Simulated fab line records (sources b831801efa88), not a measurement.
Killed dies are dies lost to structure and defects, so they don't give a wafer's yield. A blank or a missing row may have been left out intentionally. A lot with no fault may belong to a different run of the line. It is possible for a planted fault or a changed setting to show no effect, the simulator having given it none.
Which tool did it? + flow sky130 + 37 wafers from 13 lots sampled at 5 of the route's 708 steps

== WHAT EACH GAUGE READ, for each wafer ==
SKY_SD_P_TW_MEAS_11.
| lot  | measured     | on            | SD_P_TW        |
|------|--------------|---------------|----------------|
| L466 | day 25 13:58 | film metro-02 | 2789 2792 2815 |
| L467 | day 26 04:28 | film metro-02 | 2790 2787 2785 |
| L469 | day 26 23:12 | film metro-02 | 2802 2785 2795 |
| L474 | day 28 16:42 | film metro-02 | 2809 2806 2802 |
| L475 | day 29 02:49 | film metro-03 | 2791 2814      |
| L476 | day 29 09:32 | film metro-01 | 2845 2855      |
| L478 | day 29 19:19 | film metro-01 | 2847 2836 2835 |
| L477 | day 30 08:54 | film metro-02 | 2773 2788 2774 |
| L481 | day 32 04:52 | film metro-02 | 2809 2816 2802 |
| L485 | day 32 12:44 | film metro-02 | 2806 2798 2806 |
| L486 | day 32 19:30 | film metro-01 | 2822 2827 2826 |
| L487 | day 33 02:10 | film metro-02 | 2797 2801 2804 |
| L488 | day 33 12:33 | film metro-01 | 2839 2841 2828 |

SKY_SD_N_TW_MEAS_12.
| lot  | measured     | on            | SD_N_TW        |
|------|--------------|---------------|----------------|
| L466 | day 28 01:13 | film metro-01 | 3977 3965 3979 |
| L467 | day 28 14:23 | film metro-03 | 3994 3978 3964 |
| L469 | day 29 08:59 | film metro-01 | 3986 3991 3963 |
| L474 | day 31 00:24 | film metro-03 | 3963 3963 3964 |
| L475 | day 31 09:41 | film metro-03 | 3939 3932      |
| L476 | day 31 17:40 | film metro-01 | 3994 3984      |
| L478 | day 32 03:04 | film metro-03 | 3960 3959 3971 |
| L477 | day 32 16:24 | film metro-02 | 3964 3970 3982 |
| L481 | day 34 09:14 | film metro-01 | 3987 3989 3984 |
| L485 | day 34 16:40 | film metro-01 | 3974 3982 3979 |
| L486 | day 35 00:24 | film metro-01 | 3977 3971 3963 |
| L487 | day 35 07:19 | film metro-02 | 3928 3960 3948 |
| L488 | day 35 17:05 | film metro-01 | 3987 3965 4000 |

SKY_SD_N_RS_MEAS_17: uses a four-point probe to measure.
| lot  | measured     | on            | SD_P_RS (ohm/sq)  |
|------|--------------|---------------|-------------------|
| L466 | day 28 01:37 | film metro-02 | 147.7 147.4 147.6 |
| L467 | day 28 14:48 | film metro-01 | 146.8 146.8 147.0 |
| L469 | day 29 09:23 | film metro-03 | 147.1 147.4 147.5 |
| L474 | day 31 00:52 | film metro-02 | 147.5 147.3 147.5 |
| L475 | day 31 10:07 | film metro-02 | 146.9 147.0       |
| L476 | day 31 18:08 | film metro-02 | 148.2 147.7       |
| L478 | day 32 03:28 | film metro-02 | 147.1 146.8 147.4 |
| L477 | day 32 16:49 | film metro-01 | 147.0 146.8 147.2 |
| L481 | day 34 09:41 | film metro-03 | 147.1 147.2 147.0 |
| L485 | day 34 17:05 | film metro-02 | 148.2 148.5 148.2 |
| L486 | day 35 00:49 | film metro-03 | 146.9 147.0 146.9 |
| L487 | day 35 07:43 | film metro-02 | 146.9 147.0 146.6 |
| L488 | day 35 17:31 | film metro-03 | 147.0 147.3 147.3 |

SKY_LI_CONTACT_THK_MEAS_01.
| lot  | measured     | on            | LI_CONTACT_HDPCVD_THK (nm) |
|------|--------------|---------------|----------------------------|
| L466 | day 28 01:58 | film metro-03 | 943 920 941                |
| L467 | day 28 15:08 | film metro-03 | 953 948 937                |
| L469 | day 29 09:45 | film metro-03 | 947 938 940                |
| L474 | day 31 01:13 | film metro-02 | 949 1224 951               |
| L475 | day 31 10:28 | film metro-01 | 1207 950                   |
| L476 | day 31 18:29 | film metro-02 | 1226 944                   |
| L478 | day 32 03:50 | film metro-03 | 930 927 920                |
| L477 | day 32 17:10 | film metro-03 | 919 925 917                |
| L481 | day 34 10:01 | film metro-03 | 939 929 931                |
| L485 | day 34 17:25 | film metro-03 | 941 930 930                |
| L486 | day 35 01:10 | film metro-02 | 919 936 912                |
| L487 | day 35 08:04 | film metro-01 | 946 932 952                |
| L488 | day 35 17:51 | film metro-01 | 943 946 928                |

== TOOL THAT RAN EACH LOT (tool first, then ch and the chambers of the sampled wafers, then the start) ==
| lot  | SKY_LI_CONTACT_HDPCVD_00         |
|------|----------------------------------|
| L466 | hdpcvd-02 ch 0,2, day 28 01:52   |
| L467 | hdpcvd-02 ch 0,1, day 28 15:01   |
| L469 | hdpcvd-02 ch 0,1, day 29 09:39   |
| L474 | hdpcvd-01 ch 1,2, day 31 01:06   |
| L475 | hdpcvd-01 ch 1,2, day 31 10:20   |
| L476 | hdpcvd-01 ch 1, day 31 18:22     |
| L478 | hdpcvd-02 ch 1,2, day 32 03:43   |
| L477 | hdpcvd-02 ch 0,1,2, day 32 17:04 |
| L481 | hdpcvd-02 ch 0,1,2, day 34 09:56 |
| L485 | hdpcvd-02 ch 0,1, day 34 17:18   |
| L486 | hdpcvd-01 ch 1,2, day 35 01:04   |
| L487 | hdpcvd-01 ch 0,1, day 35 07:58   |
| L488 | hdpcvd-01 ch 0,1,2, day 35 17:44 |
- SKY_LI_CONTACT_HDPCVD_00: deposits PSG, target thk 930 nm, time 155 s.

== AS READ BY THE TOOLS THEMSELVES (means over the sampled wafers that have a number; for cases with no such wafer, the mark the record gives instead) ==
SKY_LI_CONTACT_HDPCVD_00.
| lot  | tool      | run length s (s) |
|------|-----------|------------------|
| L466 | hdpcvd-02 | 183.0            |
| L467 | hdpcvd-02 | 182.6            |
| L469 | hdpcvd-02 | 183.0            |
| L474 | hdpcvd-01 | 199.8            |
| L475 | hdpcvd-01 | 207.4            |
| L476 | hdpcvd-01 | 207.6            |
| L478 | hdpcvd-02 | 182.2            |
| L477 | hdpcvd-02 | 182.6            |
| L481 | hdpcvd-02 | 182.3            |
| L485 | hdpcvd-02 | 182.5            |
| L486 | hdpcvd-01 | 183.1            |
| L487 | hdpcvd-01 | 183.3            |
| L488 | hdpcvd-01 | 183.0            |

== THE ANSWER, worked out from the rows above alone ==
Rule: the usual values come from the lots themselves. Put in order of their means at a reading, lots are off if they are a third of the lots or fewer, leave a main group of 4 or more, and stand apart from it by a gap of 3 or more times the standard deviation of the main group's means; of several such gaps the widest counts. Not used: any main group whose means are identical at the precision the tables above print for the reading. Also off: a lot with no number at a reading for which 4 or more lots have one. Any other lot the step has rows for is counted as sound. First the gauges in route order, then the tools' own readings, where a lot's mean is used as printed above. At the first step where some lot is off, the reading lying furthest off is the one used; lots without a number count as furthest.
Off: L474, L475, L476, at SKY_LI_CONTACT_THK_MEAS_01 (LI_CONTACT_HDPCVD_THK). For the main group the mean is 934 nm and the standard deviation 8.4.
A tool fits if, at a process step before that reading, it ran every lot that is off, and no sound lot after the first of them. Not tried: the gauges at SKY_LI_CONTACT_THK_MEAS_01; whatever is off there is also off at SKY_LI_CONTACT_HDPCVD_00, on other tools, and gauge error can't account for it. Of those tried, none fits.

== WHAT THE SIMULATOR HAD INSERTED ==
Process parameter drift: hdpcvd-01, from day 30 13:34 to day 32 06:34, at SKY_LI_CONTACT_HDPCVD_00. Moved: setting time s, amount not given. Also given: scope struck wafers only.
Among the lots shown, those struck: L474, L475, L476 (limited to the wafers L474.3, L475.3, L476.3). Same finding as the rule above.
